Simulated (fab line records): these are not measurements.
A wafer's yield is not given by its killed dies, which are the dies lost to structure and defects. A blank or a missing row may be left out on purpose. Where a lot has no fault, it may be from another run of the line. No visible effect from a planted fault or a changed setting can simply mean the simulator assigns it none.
8D (eight disciplines) problem report, filled in by code    flow sfqLine    the parts of the form that need people (team, actions taken, sign-off) are left out

== 1. THE PROBLEM ==
At SFQ_TRILAYER_I2_VIA_BARC_OPEN_VIA_ETCH_096, runLengthS averages 82.6 s over 5 wafers from 3 lots, while fault-free wafers read 69.9 s, standard deviation 0.47. That is +27 standard deviations from the usual mean.
The step: etches BARC in O2, target depth 125 nm, time 41.7 s.
First observed at day 34 17:20: wafer L667.1, on rieDiel-02. The record has a number at this step for 45 wafers belonging to 15 lots. By rule, "out" or "out of limits" means more than 4 standard deviations away from the usual mean. All remaining wafers that have a number are taken as sound.

== 2. WHAT IT IS AND WHAT IT IS NOT ==
question                     is                                      is not
which readings at this step  runLengthS, oesProductAu                drypumpMotorCurrentA
which lots                   L667, L669, L671                        L655, L656, L657, L658, L659, L660, L665, L666, L668, L675, L676, L678
which wafers of those lots   L667.1, L667.2, L669.1, L669.2, L671.1  L667.5, L669.4, L671.4, L671.6
read on which tools          rieDiel-02                              rieDiel-03, rieDiel-04
when                         from day 34 17:20                       up to then (22 sound wafers); but 18 sound wafers of L666, L668, L669, L671, L675, L676, L678 came after

== 3. SUSPECTS, AND WHAT RULES EACH OUT ==
Counting: if a tool at a process step up to the reading ran every lot that is out, it stays a suspect. Sound lots after the first of them don't rule it out here, since some wafers of a struck lot are sound.
- rieDiel-02 at SFQ_TRILAYER_I2_VIA_BARC_OPEN_VIA_ETCH_096 (etches BARC in O2, target depth 125 nm, time 41.7 s): kept. Every lot that is out went through it, the first being L667 (day 34 17:20); the last sound lot it ran before that was L656 (day 31 02:26). Its own readings are out on those wafers: oesProductAu, runLengthS.
Left after counting: rieDiel-02 at SFQ_TRILAYER_I2_VIA_BARC_OPEN_VIA_ETCH_096.

== 4. THE CAUSE (what the simulator had put in) ==
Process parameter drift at SFQ_TRILAYER_I2_VIA_BARC_OPEN_VIA_ETCH_096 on rieDiel-02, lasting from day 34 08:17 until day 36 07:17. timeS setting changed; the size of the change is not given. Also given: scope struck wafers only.
After counting, this tool was the only one left.

== 5. SEQUENCE OF EFFECTS, ordered by route ==
Each row: a reading where the mean over the struck wafers with a number is more than 3 standard deviations away from the usual. Only readings whose record carries a usual standard deviation are examined. hours: median over the lots of the time between each lot's start at the first step of this table that gives one and its start at this step. sigmas: the change, counted in usual standard deviations.
hours  step                                        reading       usual       on struck wafers  change  sigmas
0      SFQ_TRILAYER_I2_VIA_BARC_OPEN_VIA_ETCH_096  oesProductAu  0.686 a.u.  0.618             -0.068  -14
0      SFQ_TRILAYER_I2_VIA_BARC_OPEN_VIA_ETCH_096  runLengthS    69.9 s      82.6              +12.7   +27
It contains these process steps:
- SFQ_TRILAYER_I2_VIA_BARC_OPEN_VIA_ETCH_096: etches BARC in O2, target depth 125 nm, time 41.7 s.
Later measuring or inspecting steps at which every struck wafer that the step has a row for has a number for every such reading, and none has moved that far: SFQ_C5_OVL_MEAS_937, SFQ_I7_BOW_MEAS_946.

== 6. WHAT WOULD HAVE CAUGHT IT SOONER ==
In this record the first reading out of limits was taken at day 34 17:20, 9 hours after the fault began at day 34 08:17.
